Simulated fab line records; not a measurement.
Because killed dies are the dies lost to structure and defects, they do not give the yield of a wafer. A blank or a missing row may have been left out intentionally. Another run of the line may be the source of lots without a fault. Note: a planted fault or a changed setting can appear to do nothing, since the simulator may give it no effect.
Which tool was responsible? | flow sky130 | 36 wafers from 12 lots sampled at 3 of the route's 708 steps

== WHAT THE GAUGES READ, wafer by wafer ==
SKY_METAL3_CD_MEAS_13 targets a cd of 300 nm.
lot  | measured     | on        | cd nm (nm)
L075 | day 39 00:47 | cd sem-02 | 299.9 300.0 298.4
L077 | day 39 21:38 | cd sem-01 | 299.7 300.4 298.3
L078 | day 40 17:47 | cd sem-02 | 300.4 302.3 300.3
L081 | day 40 22:26 | cd sem-02 | 300.3 301.0 300.3
L083 | day 41 11:28 | cd sem-02 | 299.7 298.2 299.5
L085 | day 42 01:01 | cd sem-01 | 299.3 298.0 297.6
L087 | day 42 09:23 | cd sem-01 | 300.4 299.7 300.6
L089 | day 42 20:14 | cd sem-01 | 303.8 302.6 302.6
L091 | day 43 16:17 | cd sem-01 | 299.4 299.4 299.2
L093 | day 44 03:55 | cd sem-02 | 300.6 300.0 301.9
L094 | day 44 19:02 | cd sem-02 | 300.6 300.0 300.4
L097 | day 45 04:50 | cd sem-01 | 301.1 300.4 300.7

== EACH LOT AND THE TOOL THAT RAN IT (in order: tool; ch and the chambers of the sampled wafers; start) ==
lot  | SKY_VIA1_ETCH_15                   | SKY_METAL2_STRIP_20
L075 | rie diel-03 ch 0,2,3, day 34 12:25 | plasma asher-02 ch 0,1, day 35 17:35
L077 | rie diel-03 ch 1,2, day 35 08:55   | plasma asher-04 ch 0,1, day 36 13:38
L078 | rie diel-04 ch 1,3, day 36 06:14   | plasma asher-02 ch 0,1, day 37 09:58
L081 | rie diel-04 ch 1,2,3, day 36 13:08 | plasma asher-02 ch 0,1, day 37 15:38
L083 | rie diel-01 ch 0,2,3, day 37 01:50 | plasma asher-01 ch 0,1, day 38 04:38
L085 | rie diel-03 ch 2,3, day 37 16:44   | plasma asher-04 ch 0,1, day 38 19:57
L087 | rie diel-01 ch 1,3, day 38 01:16   | plasma asher-02 ch 0,1, day 39 04:37
L089 | rie diel-03 ch 0,1,2, day 38 14:02 | plasma asher-01 ch 0,1, day 39 17:17
L091 | rie diel-03 ch 0,2,3, day 39 09:56 | plasma asher-04 ch 0,1, day 40 12:37
L093 | rie diel-04 ch 1,2,3, day 39 23:59 | plasma asher-02 ch 0,1, day 41 02:11
L094 | rie diel-03 ch 0,1,3, day 40 12:53 | plasma asher-04 ch 0,1, day 41 15:44
L097 | rie diel-03 ch 2,3, day 41 03:37   | plasma asher-02 ch 0,1, day 42 05:33
- SKY_VIA1_ETCH_15: etches SiO2 in C4F8/O2/Ar, stops on TiN, target depth 351 nm, time 54 s.
- SKY_METAL2_STRIP_20: strips in O2/N2.

== THE ANSWER, worked out from the rows above alone ==
Rule: the usual values come from the lots themselves. Put in order of their means at a reading, lots are off if they are a third of the lots or fewer, leave a main group of 4 or more, and stand apart from it by a gap of 3 or more times the standard deviation of the main group's means; of several such gaps the widest counts. The tables above print the reading to a certain number of digits; a main group whose means all agree to those digits is not used. A lot without any number at a reading at which 4 lots or more have one is off too. The other lots that the step has rows for count as sound.
None of the lots is off at any reading shown; this tells nothing.

== WHAT THE SIMULATOR HAD PUT IN ==
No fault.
